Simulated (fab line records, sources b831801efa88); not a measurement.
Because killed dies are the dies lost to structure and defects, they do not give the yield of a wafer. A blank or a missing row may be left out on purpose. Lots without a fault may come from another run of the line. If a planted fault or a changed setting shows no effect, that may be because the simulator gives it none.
fab line records	flow gf180mcu
[record] lots = 15	wafers = 45	last-day = 34
route steps=602 shown V1@353 M2@366
lots that met no fault: taken from a fault-free run of the same line
start-h: start of the lot's first displayed wafer, in hours after the record's first day	wait-h: how many hours have passed since the lot's step before this one	" same as the row above	L1.1+2: a single row standing in for several wafers	- value missing, or start not given	* or withheld: withheld	< > ~ a bound
route shown NAME@n: NAME is a module with steps in the file, n the number in the route of the first one	usual: mean and standard deviation over wafers with no fault	same: alike in all rows	chamber/n: place in a boat	sites: each site's reading	_std_site: standard deviation across them	_edge_site: outer sites' mean less inner sites'	radius-mm: for every site, how far away it sits from the centre of the wafer	mask NAME#n: copy n	behind: tool/chamber where the wafer was last shaped	hold: why the lot went on hold/how many hours it stayed there/how the hold came to an end	device: the transistor (n, p or np) that didn't switch	end of line: tests of these same wafers at the route's end	step lacking rows: just its recipe	killed: count of dies lost to structure and defects at first sort (not the wafer's yield)	map: per-die view of a wafer (x killed, . not killed, _ where there is no die)
set.NAME: the setting the step ran with; set.NAME@STEP: the setting that earlier step ran with	model.NAME: the simulator's own value behind a step, which no gauge read
route steps across a sampled set of lots; one table per step, one row per wafer
services: from which hour (start-h, from the record's first day; less than 0 if before it) a tool's chamber was out of use, for how many hours, and why
[[steps]]
[step GF_V1_STRIP_18]
[recipe] chemistry = O2/N2	power-w = 1400	pressure-mtorr = 1500	platen-temp-c = 250	o2-flow-sccm = 3000	n2-flow-sccm = 300	overash-fraction = 0.5
[usual] drypump-motor-current-A = 5.9/0.65	heater-power-w = 328/21	n2-flow-sccm = 300.1/0.83	oes-product-au = 0.593/0.0055
lot.wafer	tool	chamber	start-h	wait-h	drypump-motor-current-A	heater-power-w	n2-flow-sccm	oes-product-au	rf-hours-counter-h
L283.1	plasma-asher-04	1	410.29	-	6.2	334	300.7	0.586	80
L283.5	"	0	"	"	6.1	313	300.0	0.589	-
L283.6	"	1	"	"	6.2	340	300.9	0.597	-
L284.2	plasma-asher-03	1	414.52	-	6.1	333	300.4	0.587	75
L284.4	"	0	"	"	5.2	357	300.7	0.594	-
L284.6	"	0	"	"	5.2	355	299.3	0.591	-
L285.1	plasma-asher-04	1	426.12	-	6.3	326	299.2	0.595	82
L285.4	"	0	"	"	6.1	313	299.7	0.594	-
L285.5	"	1	"	"	6.3	325	300.0	0.583	-
L287.2	plasma-asher-04	0	445.84	-	6.1	316	298.9	0.599	84
L287.3	"	1	"	"	6.3	324	300.0	0.595	-
L287.5	"	0	"	"	6.1	314	299.0	0.586	-
L288.3	plasma-asher-03	0	462.22	-	5.2	353	299.0	0.593	-
L288.4	"	1	"	"	6.1	317	298.8	0.594	-
L288.6	"	1	"	"	6.1	319	300.0	0.583	-
L289.4	plasma-asher-04	1	469.87	-	6.3	319	300.2	0.581	-
L289.5	"	1	"	"	6.2	335	299.8	0.598	-
L289.6	"	0	"	"	6.1	310	300.5	0.592	-
L291.4	plasma-asher-04	0	485.85	-	6.1	317	299.6	0.600	-
L291.5	"	1	"	"	6.3	326	300.4	0.596	-
L291.6	"	0	"	"	6.1	307	300.8	0.584	-
L292.4	plasma-asher-03	1	493.55	-	6.1	322	300.3	0.594	-
L292.5	"	1	"	"	6.1	326	300.4	0.597	-
L292.6	"	0	"	"	5.2	345	299.0	0.588	-
L295.4	plasma-asher-01	0	536.07	-	4.7	308	300.6	0.603	-
L295.5	"	0	"	"	4.7	302	300.7	0.593	-
L295.6	"	1	"	"	6.8	371	302.0	0.602	-
L297.2	plasma-asher-03	1	542.32	-	6.1	319	300.5	0.601	12
L297.3	"	1	"	"	6.1	312	301.0	0.603	-
L297.5	"	1	"	"	6.1	322	300.4	0.595	-
L298.1	plasma-asher-04	0	552.32	-	6.1	312	299.1	0.598	95
L298.2	"	1	"	"	6.3	328	300.1	0.601	95
L298.3	"	0	"	"	6.1	306	301.1	0.594	-
L299.1	plasma-asher-01	1	555.99	-	6.8	363	299.7	0.597	73
L299.4	"	1	"	"	6.7	376	300.5	0.596	-
L299.6	"	0	"	"	4.7	302	299.9	0.589	-
L304.2	plasma-asher-04	0	586.22	-	6.1	309	299.8	0.586	99
L304.5	"	1	"	"	6.2	328	298.8	0.589	-
L304.6	"	0	"	"	6.1	316	299.7	0.595	-
L305.3	plasma-asher-04	1	595.57	-	6.2	329	300.7	0.598	-
L305.4	"	0	"	"	6.1	307	299.7	0.582	-
L305.6	"	1	"	"	6.2	334	300.5	0.596	-
L306.3	plasma-asher-01	1	600.85	-	6.8	374	300.2	0.595	-
L306.4	"	0	"	"	4.7	305	300.5	0.601	-
L306.5	"	0	"	"	4.7	307	300.7	0.608	-
[step GF_V1_SPUTTER_21]
[recipe] material = Ti	target-thk-nm = 15	chamber-pressure-pa = 5	power-w = 2500	substrate-temp-c = 200	time-s = 80.02
[usual] cathode-dc-power-W = 2500.0/0.46	chamber-pressure-pa = 5.000/0.0097	throttle-valve-pct = 30.0/1.4
lot.wafer	tool	chamber	start-h	wait-h	cathode-dc-power-W	chamber-pressure-pa	throttle-valve-pct
L283.1	pvd-sputter-01	-	410.82	0.0	2501.0	4.996	28.9
L283.5	"	-	"	"	2500.2	4.986	32.4
L283.6	"	-	"	"	2500.2	5.004	28.8
L284.2	pvd-sputter-01	-	415.06	0.0	2500.7	5.006	32.5
L284.4	"	-	"	"	2500.1	4.993	29.0
L284.6	"	-	"	"	2499.9	5.016	32.6
L285.1	pvd-sputter-02	-	426.66	0.0	2500.0	5.003	29.6
L285.4	"	-	"	"	2500.2	5.009	28.1
L285.5	"	-	"	"	2499.9	5.002	31.5
L287.2	pvd-sputter-01	-	446.37	0.0	2500.6	4.998	32.3
L287.3	"	-	"	"	2499.8	5.008	30.3
L287.5	"	-	"	"	2500.2	5.020	30.3
L288.3	pvd-sputter-03	-	462.75	0.0	2500.1	4.996	30.5
L288.4	"	-	"	"	2500.5	5.003	29.8
L288.6	"	-	"	"	2500.7	5.015	30.5
L289.4	pvd-sputter-03	-	470.38	0.0	2499.9	4.999	30.8
L289.5	"	-	"	"	2500.2	4.997	31.0
L289.6	"	-	"	"	2500.8	5.000	29.8
L291.4	pvd-sputter-01	-	486.39	0.0	2500.1	5.001	29.1
L291.5	"	-	"	"	2499.4	5.014	29.9
L291.6	"	-	"	"	2499.9	5.006	32.2
L292.4	pvd-sputter-03	-	494.05	0.0	2500.0	4.998	27.5
L292.5	"	-	"	"	2499.2	5.020	30.0
L292.6	"	-	"	"	2499.7	4.992	30.3
L295.4	pvd-sputter-01	-	536.58	0.0	2501.0	5.007	29.8
L295.5	"	-	"	"	2499.4	5.000	32.3
L295.6	"	-	"	"	2499.6	5.000	29.1
L297.2	pvd-sputter-02	-	542.86	0.0	2500.7	4.996	31.5
L297.3	"	-	"	"	2500.1	4.992	29.6
L297.5	"	-	"	"	2500.4	4.979	29.7
L298.1	pvd-sputter-02	-	552.85	0.0	2498.6	4.985	30.0
L298.2	"	-	"	"	2500.3	4.986	31.3
L298.3	"	-	"	"	2499.8	5.004	31.4
L299.1	pvd-sputter-02	-	556.52	0.0	2500.4	5.007	31.5
L299.4	"	-	"	"	2499.0	5.000	29.4
L299.6	"	-	"	"	2500.1	4.990	31.5
L304.2	pvd-sputter-01	-	586.78	0.0	2500.1	5.011	29.0
L304.5	"	-	"	"	2499.8	5.006	29.5
L304.6	"	-	"	"	2499.6	5.020	32.2
L305.3	pvd-sputter-01	-	596.10	0.0	2500.2	5.009	28.9
L305.4	"	-	"	"	2500.2	5.006	29.2
L305.6	"	-	"	"	2499.3	5.007	32.4
L306.3	pvd-sputter-03	-	601.35	0.0	2499.8	4.991	30.3
L306.4	"	-	"	"	2500.0	4.983	30.4
L306.5	"	-	"	"	2500.5	4.991	30.3
[step GF_V1_CMP_26]
[recipe] stop-on = SiO2	down-force-psi = 3.5	platen-rpm = 60	t-overpolish-s = 15	target-thk-nm = 0	pad-velocity-m-s = 0.94248
[usual] motor-current-A = 11.0/1.2	overpolish-run-s = 15.002/0.0095	time-to-endpoint-s = 85/3.5
lot.wafer	tool	chamber	start-h	wait-h	motor-current-A	overpolish-run-s	time-to-endpoint-s
L283.1	cmp-02	2	411.37	0.2	9.5	14.992	86
L283.6	"	3	"	"	9.1	15.016	83
L283.5	"	0	"	"	13.5	15.008	86
L284.2	cmp-02	0	415.45	0.0	12.9	14.999	83
L284.4	"	2	"	"	10.2	15.003	83
L284.6	"	1	"	"	10.1	14.987	80
L285.4	cmp-02	0	427.15	0.1	13.7	15.003	84
L285.1	"	1	"	"	10.4	15.005	79
L285.5	"	3	"	"	9.0	14.999	82
L287.2	cmp-02	3	446.76	0.0	9.4	15.009	80
L287.3	"	0	"	"	13.3	14.999	83
L287.5	"	0	"	"	13.6	15.000	83
L288.4	cmp-01	0	463.15	0.0	11.4	15.002	85
L288.3	"	3	"	"	10.3	14.998	82
L288.6	"	1	"	"	11.5	14.992	85
L289.4	cmp-02	0	470.82	0.1	13.7	15.015	81
L289.5	"	3	"	"	9.1	14.995	82
L289.6	"	0	"	"	13.5	15.007	83
L291.4	cmp-01	2	486.80	0.1	11.5	15.003	86
L291.6	"	1	"	"	11.5	15.002	85
L291.5	"	2	"	"	11.8	15.008	87
L292.4	cmp-02	1	494.55	0.1	10.1	15.009	83
L292.5	"	3	"	"	9.0	15.013	83
L292.6	"	0	"	"	13.1	14.995	84
L295.4	cmp-01	2	537.12	0.2	11.8	15.012	85
L295.5	"	3	"	"	10.5	14.986	85
L295.6	"	0	"	"	10.6	15.011	89
L297.3	cmp-01	0	543.35	0.1	11.3	14.994	87
L297.2	"	1	"	"	11.2	14.995	84
L297.5	"	3	"	"	10.4	14.995	83
L298.2	cmp-02	0	553.51	0.3	13.2	15.002	87
L298.3	"	1	"	"	9.8	15.005	79
L298.1	"	2	"	"	9.9	15.012	84
L299.1	cmp-01	1	557.01	0.1	11.1	14.992	85
L299.4	"	2	"	"	12.0	15.005	90
L299.6	"	0	"	"	11.0	15.025	87
L304.2	cmp-02	0	587.33	0.2	13.2	15.017	81
L304.5	"	1	"	"	10.7	15.012	81
L304.6	"	2	"	"	10.0	15.007	83
L305.3	cmp-01	1	596.50	0.0	11.6	15.004	90
L305.4	"	0	"	"	11.1	14.991	89
L305.6	"	1	"	"	11.4	14.988	87
L306.4	cmp-01	0	601.75	0.0	10.5	14.994	90
L306.3	"	2	"	"	12.3	15.015	88
L306.5	"	1	"	"	11.9	14.998	86
[step GF_M2_SPUTTER_04]
[recipe] material = TiN	target-thk-nm = 50	power-w = 6500	time-s = 42.83	chamber-pressure-pa = 0.4
[usual] cathode-dc-power-W = 6499.9/1.2	chamber-pressure-pa = 0.3999/0.00079	throttle-valve-pct = 30.0/1.2
lot.wafer	tool	chamber	start-h	wait-h	cathode-dc-power-W	chamber-pressure-pa	throttle-valve-pct
L283.1	pvd-sputter-03	-	411.70	0.0	6501.4	0.3989	27.5
L283.5	"	-	"	"	6499.8	0.4009	29.9
L283.6	"	-	"	"	6499.7	0.3996	30.6
L284.2	pvd-sputter-04	-	415.93	0.0	6499.2	0.3994	29.1
L284.4	"	-	"	"	6500.9	0.3997	29.4
L284.6	"	-	"	"	6500.3	0.4001	29.8
L285.1	pvd-sputter-04	-	427.53	0.0	6498.4	0.4002	30.1
L285.4	"	-	"	"	6498.1	0.4007	31.8
L285.5	"	-	"	"	6499.2	0.4003	29.3
L287.2	pvd-sputter-03	-	447.25	0.0	6500.4	0.3997	30.1
L287.3	"	-	"	"	6500.0	0.4005	30.8
L287.5	"	-	"	"	6498.8	0.4011	30.3
L288.3	pvd-sputter-02	-	463.63	0.0	6501.5	0.3999	29.6
L288.4	"	-	"	"	6500.0	0.4010	28.6
L288.6	"	-	"	"	6500.7	0.4006	31.3
L289.4	pvd-sputter-04	-	471.25	0.0	6497.7	0.4004	29.4
L289.5	"	-	"	"	6499.1	0.4007	30.4
L289.6	"	-	"	"	6499.7	0.4005	31.8
L291.4	pvd-sputter-03	-	487.23	0.0	6496.9	0.3999	30.3
L291.5	"	-	"	"	6501.3	0.3996	30.4
L291.6	"	-	"	"	6499.7	0.3992	30.2
L292.4	pvd-sputter-04	-	494.93	0.0	6501.8	0.4008	29.2
L292.5	"	-	"	"	6498.4	0.4008	29.6
L292.6	"	-	"	"	6500.2	0.4004	29.4
L295.4	pvd-sputter-03	-	537.45	0.0	6501.7	0.4011	30.9
L295.5	"	-	"	"	6501.0	0.3995	30.7
L295.6	"	-	"	"	6501.5	0.4004	27.6
L297.2	pvd-sputter-04	-	543.74	0.0	-	-	-
L297.3	"	-	"	"	-	-	-
L297.5	"	-	"	"	-	-	-
L298.1	pvd-sputter-03	-	553.99	0.0	-	-	-
L298.2	"	-	"	"	-	-	-
L298.3	"	-	"	"	-	-	-
L299.1	pvd-sputter-03	-	557.39	0.0	-	-	-
L299.4	"	-	"	"	-	-	-
L299.6	"	-	"	"	-	-	-
L304.2	pvd-sputter-02	-	587.66	0.0	6499.7	0.3999	29.8
L304.5	"	-	"	"	6500.8	0.4000	31.5
L304.6	"	-	"	"	6498.5	0.4016	28.3
L305.3	pvd-sputter-04	-	596.98	0.0	6498.7	0.3991	29.3
L305.4	"	-	"	"	6498.1	0.3999	29.4
L305.6	"	-	"	"	6501.5	0.3998	29.6
L306.3	pvd-sputter-03	-	602.23	0.0	6499.7	0.3998	27.8
L306.4	"	-	"	"	6499.6	0.3995	30.0
L306.5	"	-	"	"	6498.9	0.4003	30.8
[step GF_M2_THK_MEAS_06]
[recipe] thk-meas-gauge = xrf	reads = AlCu_of_M2_SPUTTER_02
[usual] M2_ALCU_THK = 447/5.2
lot.wafer	tool	chamber	start-h	wait-h	hold	M2_ALCU_THK[nm]
L283.1	film-metro-01	-	411.86	0.1	-	445
L283.5	"	-	"	"	-	447
L283.6	"	-	"	"	-	452
L284.2	film-metro-02	-	416.10	0.1	-	452
L284.4	"	-	"	"	-	441
L284.6	"	-	"	"	-	439
L285.1	film-metro-01	-	427.69	0.1	-	439
L285.4	"	-	"	"	-	441
L285.5	"	-	"	"	-	446
L287.2	film-metro-02	-	447.42	0.1	-	449
L287.3	"	-	"	"	-	448
L287.5	"	-	"	"	-	444
L288.3	film-metro-01	-	463.81	0.1	-	448
L288.4	"	-	"	"	-	446
L288.6	"	-	"	"	-	450
L289.4	film-metro-01	-	471.44	0.1	-	437
L289.5	"	-	"	"	-	443
L289.6	"	-	"	"	-	439
L291.4	film-metro-01	-	487.42	0.1	-	443
L291.5	"	-	"	"	-	445
L291.6	"	-	"	"	-	448
L292.4	film-metro-02	-	495.12	0.1	-	447
L292.5	"	-	"	"	-	449
L292.6	"	-	"	"	-	434
L295.4	film-metro-02	-	537.64	0.1	-	449
L295.5	"	-	"	"	-	447
L295.6	"	-	"	"	-	448
L297.2	film-metro-01	-	553.27	9.2	await-dispo/0.2h/release	501
L297.3	"	-	"	"	await-dispo/0.2h/release	485
L297.5	"	-	"	"	await-dispo/0.2h/release	486
L297.2	film-metro-01	-	553.50	0.2	-	502
L297.3	"	-	"	"	-	488
L297.5	"	-	"	"	-	487
L298.1	film-metro-03	-	556.98	2.6	await-dispo/0.2h/release	499
L298.2	"	-	"	"	await-dispo/0.2h/release	503
L298.3	"	-	"	"	await-dispo/0.2h/release	502
L298.1	film-metro-03	-	557.21	0.2	-	501
L298.2	"	-	"	"	-	499
L298.3	"	-	"	"	-	502
L299.1	film-metro-03	-	566.92	9.2	await-dispo/0.2h/release	500
L299.4	"	-	"	"	await-dispo/0.2h/release	510
L299.6	"	-	"	"	await-dispo/0.2h/release	504
L299.1	film-metro-03	-	567.15	0.2	-	500
L299.4	"	-	"	"	-	507
L299.6	"	-	"	"	-	503
L304.2	film-metro-02	-	587.83	0.1	-	451
L304.5	"	-	"	"	-	452
L304.6	"	-	"	"	-	442
L305.3	film-metro-01	-	597.16	0.1	-	441
L305.4	"	-	"	"	-	444
L305.6	"	-	"	"	-	448
L306.3	film-metro-02	-	602.41	0.1	-	449
L306.4	"	-	"	"	-	440
L306.5	"	-	"	"	-	449
[step GF_M2_METAL_ETCH_16]
[recipe] chemistry = Cl2/BCl3	mask-material = KrF	target-depth-nm = 627.5	stop-on = SiO2	pressure-mtorr = 8	icp-w = 800	bias-w = 140	Cl2_flow_sccm = 80	bcl3-flow-sccm = 40	time-s = 104.6
[usual] bias-w = 140.0/0.42	drypump-motor-current-A = 5.8/0.42	oes-product-au = 0.971/0.0064	throttle-valve-pct = 28.251/0.011
lot.wafer	tool	chamber	start-h	wait-h	bias-w	drypump-motor-current-A	oes-product-au	rf-hours-counter-h	throttle-valve-pct
L283.1	rie-metal-01	1	435.55	0.0	139.5	6.4	0.976	9	28.253
L283.5	"	1	"	"	140.1	6.4	0.975	-	28.252
L283.6	"	0	"	"	139.9	6.1	0.986	-	28.246
L284.2	rie-metal-03	1	440.21	0.0	139.8	5.8	0.975	12	28.236
L284.4	"	1	"	"	140.9	5.8	0.959	-	28.266
L284.6	"	1	"	"	140.0	5.8	0.973	-	28.257
L285.1	rie-metal-03	0	451.61	0.0	140.6	5.8	0.968	7	28.247
L285.4	"	0	"	"	139.8	5.8	0.963	-	28.272
L285.5	"	1	"	"	139.3	5.8	0.974	-	28.265
L287.2	rie-metal-04	1	470.66	0.0	140.0	5.7	0.972	9	28.260
L287.3	"	0	"	"	140.0	5.1	0.976	-	28.252
L287.5	"	0	"	"	139.7	5.2	0.962	-	28.275
L288.3	rie-metal-03	1	488.00	0.1	139.7	5.8	0.977	-	28.245
L288.4	"	0	"	"	139.9	5.8	0.969	-	28.243
L288.6	"	1	"	"	140.1	5.8	0.971	-	28.236
L289.4	rie-metal-01	0	494.95	0.0	139.4	6.1	0.958	-	28.248
L289.5	"	0	"	"	139.9	6.1	0.975	-	28.256
L289.6	"	1	"	"	139.7	6.4	0.973	-	28.264
L291.4	rie-metal-04	1	510.93	0.0	139.9	5.7	0.970	-	28.261
L291.5	"	0	"	"	139.7	5.2	0.964	-	28.256
L291.6	"	1	"	"	139.9	5.7	0.977	-	28.244
L292.4	rie-metal-01	1	518.60	0.0	139.7	6.4	0.973	-	28.231
L292.5	"	0	"	"	139.9	6.1	0.969	-	28.235
L292.6	"	1	"	"	139.8	6.4	0.955	-	28.271
L295.4	rie-metal-04	0	560.31	0.1	139.7	5.2	0.967	-	28.247
L295.5	"	0	"	"	139.7	5.2	0.970	-	28.266
L295.6	"	0	"	"	139.3	5.2	0.963	-	28.238
L297.2	rie-metal-04	0	566.23	0.1	140.6	5.2	0.998	-	28.230
L297.3	"	0	"	"	141.0	5.2	0.982	-	28.248
L297.5	"	0	"	"	140.0	5.2	0.983	-	28.246
L298.1	rie-metal-01	0	576.39	0.0	140.7	6.1	0.990	11	28.227
L298.2	"	1	"	"	140.5	6.4	0.994	12	28.224
L298.3	"	0	"	"	139.1	6.1	0.990	-	28.223
L299.1	rie-metal-01	1	579.26	0.0	140.1	6.4	0.996	12	28.237
L299.4	"	0	"	"	139.5	6.1	0.996	-	28.217
L299.6	"	0	"	"	139.5	6.1	0.996	-	28.251
L304.2	rie-metal-04	1	608.51	0.0	140.5	5.7	0.982	1	28.236
L304.5	"	0	"	"	140.0	5.1	0.973	-	28.240
L304.6	"	1	"	"	139.7	5.7	0.963	-	28.258
L305.3	rie-metal-01	0	618.23	0.1	140.2	6.1	0.967	-	28.263
L305.4	"	0	"	"	140.0	6.1	0.975	-	28.249
L305.6	"	0	"	"	139.6	6.1	0.976	-	28.248
L306.3	rie-metal-01	0	622.63	0.1	140.5	6.1	0.969	-	28.237
L306.4	"	0	"	"	140.2	6.1	0.976	-	28.262
L306.5	"	0	"	"	140.1	6.1	0.968	-	28.252
[[services]]
tool	chamber	start-h	hours	kind
rie-metal-01	-	402.92	2.8	pm
cmp-01	-	404.00	4.0	pm
plasma-asher-03	-	421.25	9.0	pm
rie-metal-04	0	431.15	13.9	repair
cmp-02	-	453.00	1.2	repair
rie-metal-01	1	466.26	2.3	repair
plasma-asher-04	-	474.50	7.9	repair
pvd-sputter-03	-	490.36	0.8	repair
rie-metal-04	-	494.38	0.8	repair
rie-metal-01	-	497.11	8.3	repair
cmp-02	-	543.25	2.3	repair
plasma-asher-04	-	546.46	0.9	repair
rie-metal-04	0	547.88	1.8	repair
cmp-01	-	552.71	1.8	repair
plasma-asher-03	-	557.39	3.4	repair
cmp-02	-	572.19	4.0	pm
cmp-02	-	588.27	0.6	repair
pvd-sputter-01	-	598.81	3.0	repair
cmp-02	-	603.78	0.2	repair
rie-metal-01	-	605.44	5.8	repair
plasma-asher-04	-	610.75	1.7	repair
cmp-01	-	611.37	12.7	repair
pvd-sputter-02	-	616.38	2.8	repair
pvd-sputter-01	-	621.42	2.4	repair
[[key]]
[first-sign] step = GF_M2_SPUTTER_04	reading = tool-record	direction = missing
[effect] step = GF_M2_THK_MEAS_06	reading = visit	direction = added
[effect] step = GF_M2_THK_MEAS_06	reading = M2_ALCU_THK	direction = up	sigmas = 9.9	usual = 447	struck = 499
[effect] step = GF_M2_METAL_ETCH_16	reading = oes-product-au	direction = up	sigmas = 3.3	usual = 0.971	struck = 0.992	wafers-moved = 8
met-at GF_M2_SPUTTER_04
struck-lots L297,L298,L299
later-rows-left-out L297.2,L297.3,L297.5,L298.1,L298.2,L298.3,L299.1,L299.4,L299.6
sort-left-out L297.2,L297.3,L297.5,L298.1,L298.2,L298.3,L299.1,L299.4,L299.6
not-acting-at GF_V1_STRIP_18,GF_V1_SPUTTER_21,GF_V1_CMP_26
onset-between 537.45 543.74
[fault] kind = skipped-step-whole	tool = pvd-sputter-03,pvd-sputter-04	chamber = -	onset-h = 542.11	steps = GF_M2_SPUTTER_04	scope = struck-lots-only
// sort-left-out: the simulated sort isn't trusted on such a fault, so these wafers' sort isn't shown, and their yield isn't known
// later-rows-left-out: the simulator's readings of these wafers behind a module that went badly wrong aren't trusted and aren't shown, but for the sort
